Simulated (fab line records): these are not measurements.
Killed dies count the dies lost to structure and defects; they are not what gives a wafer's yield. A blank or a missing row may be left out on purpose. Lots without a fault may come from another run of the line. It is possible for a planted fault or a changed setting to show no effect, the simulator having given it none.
2 desks looking at one fault / flow sky130 / what lay behind the numbers comes last; until then each desk has only its own

DESK OF THE TOOL OWNER: rie-diel-03
The tool's own readings at SKY_VIA3_ETCH_14 (etches BARC in N2/H2, stops on SiO2, time 45.9 s, target depth 60 nm): means of the sampled wafers that have a number, for each lot that ran on this tool. A lot is out of limits, marked OUT, if its mean lies more than 4 standard deviations from the usual mean; the brackets give that distance.
Columns: A = drypump-motor-current-A at SKY_VIA3_ETCH_14, usual 5.6 A; B = oes-product-au at SKY_VIA3_ETCH_14, usual 0.855 a.u.; C = throttle-valve-pct at SKY_VIA3_ETCH_14, usual 13.223 %
lot=L971; first seen here=day 40 13:11; A=5.4; B=0.848; C=13.229
lot=L983; first seen here=day 44 11:13; A=5.5; B=0.854; C=13.234
This desk's finding: nothing out of limits on any of the 2 lots.

FROM THE METROLOGY DESK
Lot by lot, what the gauges showed, no matter which tool ran the lot: averages of those sampled wafers that carry a number. A lot is out of limits, marked OUT, if its mean lies more than 4 standard deviations from the usual mean; the brackets give that distance.
Columns: A = CAPM_OVL at SKY_CAPM_OVL_MEAS_12, usual -0.7 nm
lot=L968; first seen here=day 37 17:13; A=-1.5
lot=L969; first seen here=day 37 20:19; A=-1.2
lot=L970; first seen here=day 37 22:43; A=-1.0
lot=L971; first seen here=day 38 09:16; A=-0.8
lot=L975; first seen here=day 39 14:16; A=-1.0
lot=L976; first seen here=day 39 21:22; A=-0.6
lot=L982; first seen here=day 42 09:37; A=-0.3
lot=L983; first seen here=day 42 10:16; A=-0.4
lot=L984; first seen here=day 42 10:16; A=-0.6
lot=L988; first seen here=day 43 01:07; A=-1.9
lot=L989; first seen here=day 43 13:55; A=-0.8
This desk's finding: nothing out of limits on any of the 11 lots.

ALL TOGETHER
The tool owner's desk saw nothing out of limits.
Metrology desk: nothing out of limits seen.

WHAT THE SIMULATOR HAD PUT IN
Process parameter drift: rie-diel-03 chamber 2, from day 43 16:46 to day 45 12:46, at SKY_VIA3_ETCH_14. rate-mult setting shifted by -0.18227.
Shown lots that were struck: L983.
